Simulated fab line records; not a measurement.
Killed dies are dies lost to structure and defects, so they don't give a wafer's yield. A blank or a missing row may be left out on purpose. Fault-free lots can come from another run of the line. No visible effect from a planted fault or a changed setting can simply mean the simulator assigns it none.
A lot that was struck, set against a sound lot	flow sky130	18 steps out of a route of 708
Sound: wafers L110.3, L110.5, L110.6. Wafers struck: L117.1, L117.2, L117.3. The cause comes at the end.
At each step with rows: each side's tool, then ch and its chambers, then its first start. Under that, the readings that differ: sound wafers	struck wafers	difference of the means	sigmas: that difference in standard deviations of wafers without a fault.
alike: readings whose means differ by less than 2 such deviations, and words and numbers that are the same on both sides. not compared: withheld readings, readings that some wafer has no value for, bounds like >300 that may hide the same value, and numbers for which the record gives no deviation and whose values overlap.
Wherever a step has rows on one side only, a row that says differs or no value, or a row with sigmas, the two part there. Non-overlapping numbers with no deviation appear without sigmas and do not part them. Lack of a reading on every wafer of one side parts them only where that side has two or more wafers.

SKY_LDD_HVP_STRIP_09: strips in O2/N2.
  sound on plasma_asher-03 ch 0,1, day 22 11:02; struck on plasma_asher-01 ch 0,1, day 25 00:59
  alike: chamber_pressure_mTorr, drypump_motor_current_A, oes_product_au, strip_time_to_endpoint_s
  not compared: rf_hours_counter_h
SKY_LDD_HVP_TW_MEAS_10:
  struck on film_metro-02, day 25 01:05; sound on film_metro-02, day 22 11:07
  alike: LDD_HVP_TW
then, 7 steps without rows for these wafers: SKY_LDD_LDN_DEHYDRATE_00 (time 60 s); SKY_LDD_LDN_HMDS_01 (prime time 60 s); SKY_LDD_LDN_COAT_02 (resist thk 1140 nm); SKY_LDD_LDN_SOFTBAKE_03 (time 60 s); SKY_LDD_LDN_EXPOSE_04 (exposes mask LDNTM, target cd 700 nm); SKY_LDD_LDN_PEB_05; SKY_LDD_LDN_DEVELOP_06 (develop time 60 s).
SKY_LDD_LDN_OVL_MEAS_07:
  struck on overlay-02, day 26 05:40; sound on overlay-01, day 23 17:16
  alike: LDD_LDN_OVL
then, 2 steps without rows for these wafers: SKY_LDD_LDN_IMPLANT_08; SKY_LDD_LDN_IMPLANT_09.
SKY_LDD_LDN_IMPLANT_10:
  sound on implanter-04 ch 0, day 23 17:38; struck on implanter-02 ch 0, day 26 06:00
reading	sound	struck	difference	sigmas
dose_ions_cm2	1.2498e+13 1.2485e+13 1.252e+13	1.9166e+13 1.9188e+13 1.9179e+13	+6.6767e+12	+99 or more
faraday_current_uA	71.3 71.3 69.0	107.5 105.1 106.3	+35.8	+28
  alike: rotation_deg
following that, these wafers have no rows for 1 step: SKY_LDD_LDN_IMPLANT_11.
SKY_LDD_LDN_STRIP_12: strips in O2/N2.
  sound on plasma_asher-04 ch 0,1, day 23 17:55; struck on plasma_asher-04 ch 0,1, day 26 06:18
  alike: chamber_pressure_mTorr, drypump_motor_current_A, oes_product_au, strip_time_to_endpoint_s
  not compared: rf_hours_counter_h
SKY_LDD_LDN_TW_MEAS_13:
  struck on film_metro-02, day 26 06:24; sound on film_metro-02, day 23 18:01
reading	sound	struck	difference	sigmas
LDD_LDN_TW	1481 1482 1483	1537 1535 1533	+53	+4
then, 1 step without rows for these wafers: SKY_LDD_LDN_CLEAN_14 (cleans in SC1/SC2, time 150 s).
-- a jump in the record: the struck wafers' starts before and after are 21 days apart (it breaks off in module LDD_LDN and resumes in module PAD_OPEN, where the first step shown is number 708 of the route) --
SKY_PAD_OPEN_PROBE_99:
  struck on prober-01, day 47 16:56; sound on prober-02, day 46 01:39
reading	sound	struck	difference	sigmas
model.etest.tip_sonos.rs_ohm_sq	2607 2669 2596	2490 2544 2486	-117	
  alike: killed_at_M0_to_M3, killed_at_M4_up, killed_at_contacts, killed_at_front_end, killed_at_other, killed_dies, killed_open, killed_short

## WHERE THEY PART
Earliest at SKY_LDD_LDN_IMPLANT_10; latest, in this record, at SKY_LDD_LDN_TW_MEAS_13. Later steps at which nothing parts them and some readings are alike: SKY_PAD_OPEN_PROBE_99.

WHY: what the simulator had put in
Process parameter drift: implanter-02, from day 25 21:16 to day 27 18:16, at SKY_LDD_LDN_IMPLANT_10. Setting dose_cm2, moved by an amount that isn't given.
